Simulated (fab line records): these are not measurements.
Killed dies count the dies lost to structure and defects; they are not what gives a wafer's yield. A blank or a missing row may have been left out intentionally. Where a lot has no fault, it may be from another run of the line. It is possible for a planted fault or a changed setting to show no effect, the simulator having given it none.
Struck lot and sound lot, side by side	flow gf180mcu	44 out of 602 route steps
Sound: wafers L533.1, L533.2, L533.3. Wafers L546.2, L546.3, L546.6 were the ones struck. The cause is given at the end.
At each step with rows: each side's tool, then ch and its chambers, then its first start. Under that, the readings that differ: sound wafers	struck wafers	difference of the means	sigmas: that difference in standard deviations of wafers without a fault.
alike: readings whose means differ by less than 2 such deviations, and words and numbers that are the same on both sides. not compared: withheld readings, readings that some wafer has no value for, bounds like >300 that may hide the same value, and numbers for which the record gives no deviation and whose values overlap.
A row with sigmas, a row that says differs or no value, or rows on one side alone: a step with any of these is where the two part. Numbers that have no deviation but don't overlap get no sigmas and don't part them. A reading that every wafer of one side lacks parts them only if that side has two wafers or more.

first, 2 steps without rows for these wafers: GF_MVSD_IMPLANT_08; GF_MVSD_IMPLANT_09.
GF_MVSD_STRIP_10: strips in O2/N2.
  sound on plasmaAsher-04 ch 0,1, day 5 15:55; struck on plasmaAsher-02 ch 0,1, day 8 13:35
  alike: drypumpMotorCurrentA, heaterPowerW, n2FlowSccm, oesProductAu, stripTimeToEndpointS
  not compared: rfHoursCounterH
GF_MVSD_TW_MEAS_11:
  sound: filmMetro-04 at day 5 16:01; struck: filmMetro-01 at day 8 13:49
  alike: MVSD_TW
then, 7 steps without rows for these wafers: GF_MVPSD_DEHYDRATE_00 (time 60 s); GF_MVPSD_HMDS_01 (prime time 60 s); GF_MVPSD_COAT_02 (resist thk 3000 nm); GF_MVPSD_SOFTBAKE_03; GF_MVPSD_EXPOSE_04 (exposes mask MVPSD, target cd 1000 nm); GF_MVPSD_PEB_05; GF_MVPSD_DEVELOP_06 (develop time 60 s).
GF_MVPSD_OVL_MEAS_07:
  sound: overlay-01 at day 6 06:35; struck: overlay-01 at day 9 06:53
  alike: MVPSD_OVL
GF_MVPSD_IMPLANT_08:
  sound on implanter-02 ch 0, day 6 06:37; struck on implanter-02 ch 0, day 9 07:15
next, for these wafers, 1 step has no rows: GF_MVPSD_IMPLANT_09.
GF_MVPSD_STRIP_10: strips in O2/N2.
  sound on plasmaAsher-04 ch 0,1, day 6 06:55; struck on plasmaAsher-03 ch 0, day 9 07:32
  alike: drypumpMotorCurrentA, heaterPowerW, n2FlowSccm, oesProductAu, stripTimeToEndpointS
  not compared: rfHoursCounterH
GF_MVPSD_TW_MEAS_11:
  sound: filmMetro-02 at day 6 07:01; struck: filmMetro-04 at day 9 07:53
reading	sound	struck	difference	sigmas
MVPSD_TW	554 556 552	660 662 659	+106	+25
then, 7 steps without rows for these wafers: GF_VT_IMPLANT_DEHYDRATE_00 (time 60 s); GF_VT_IMPLANT_HMDS_01 (prime time 60 s); GF_VT_IMPLANT_COAT_02 (resist thk 1000 nm); GF_VT_IMPLANT_SOFTBAKE_03 (time 60 s); GF_VT_IMPLANT_EXPOSE_04 (exposes mask LVPWELL LV AREA, target cd 600 nm); GF_VT_IMPLANT_PEB_05; GF_VT_IMPLANT_DEVELOP_06 (develop time 60 s).
GF_VT_IMPLANT_OVL_MEAS_07:
  sound: overlay-01 at day 6 22:20; struck: overlay-02 at day 10 00:03
  alike: VT_IMPLANT_OVL
next, for these wafers, 1 step has no rows: GF_VT_IMPLANT_IMPLANT_08.
GF_VT_IMPLANT_STRIP_09: strips in O2/N2.
  sound on plasmaAsher-01 ch 0,1, day 6 22:31; struck on plasmaAsher-02 ch 0,1, day 10 00:14
reading	sound	struck	difference	sigmas
heaterPowerW (W)	270 307 278	369 364 364	+81	+2
  alike: drypumpMotorCurrentA, n2FlowSccm, oesProductAu, stripTimeToEndpointS
  not compared: rfHoursCounterH
GF_VT_IMPLANT_TW_MEAS_10:
  sound: filmMetro-04 at day 6 22:37; struck: filmMetro-03 at day 10 00:20
reading	sound	struck	difference	sigmas
VT_IMPLANT_TW	554 553 554	566 569 569	+14	+3
then, 7 steps without rows for these wafers: GF_VT_IMPLANT_DEHYDRATE_11 (time 60 s); GF_VT_IMPLANT_HMDS_12 (prime time 60 s); GF_VT_IMPLANT_COAT_13 (resist thk 1000 nm); GF_VT_IMPLANT_SOFTBAKE_14 (time 60 s); GF_VT_IMPLANT_EXPOSE_15 (exposes mask Nwell LV AREA, target cd 860 nm); GF_VT_IMPLANT_PEB_16; GF_VT_IMPLANT_DEVELOP_17 (develop time 60 s).
GF_VT_IMPLANT_OVL_MEAS_18:
  sound: overlay-02 at day 7 14:12; struck: overlay-01 at day 10 18:03
  alike: VT_IMPLANT_01_OVL
next, for these wafers, 1 step has no rows: GF_VT_IMPLANT_IMPLANT_19.
GF_VT_IMPLANT_STRIP_20: strips in O2/N2.
  sound on plasmaAsher-02 ch 0,1, day 7 14:23; struck on plasmaAsher-03 ch 0,1, day 10 18:14
  alike: drypumpMotorCurrentA, heaterPowerW, n2FlowSccm, oesProductAu, stripTimeToEndpointS
  not compared: rfHoursCounterH
GF_VT_IMPLANT_TW_MEAS_21:
  sound: filmMetro-03 at day 7 14:29; struck: filmMetro-03 at day 10 18:20
  alike: VT_IMPLANT_2_TW
then, 4 steps without rows for these wafers: GF_VT_IMPLANT_DEHYDRATE_22 (time 60 s); GF_VT_IMPLANT_HMDS_23 (prime time 60 s); GF_VT_IMPLANT_COAT_24 (resist thk 1000 nm); GF_VT_IMPLANT_SOFTBAKE_25 (time 60 s).
GF_VT_IMPLANT_RS_MEAS_49: measures by four-point-probe.
  sound: filmMetro-01 at day 9 00:57; struck: filmMetro-01 at day 12 10:02
reading	sound	struck	difference	sigmas
MVPSD_RS (ohm/sq)	1171.0 1167.9 1168.5	822.5 821.9 821.4	-347.2	-99 or more
GF_PASSIVATION_PROBE_99:
  the record holds rows for the sound wafers here (prober-01, day 30 11:49) but none for the struck ones

== WHERE THEY PART ==
At GF_MVPSD_TW_MEAS_11 first; at GF_PASSIVATION_PROBE_99 last (within this record only).

WHY: whatever the simulator had introduced
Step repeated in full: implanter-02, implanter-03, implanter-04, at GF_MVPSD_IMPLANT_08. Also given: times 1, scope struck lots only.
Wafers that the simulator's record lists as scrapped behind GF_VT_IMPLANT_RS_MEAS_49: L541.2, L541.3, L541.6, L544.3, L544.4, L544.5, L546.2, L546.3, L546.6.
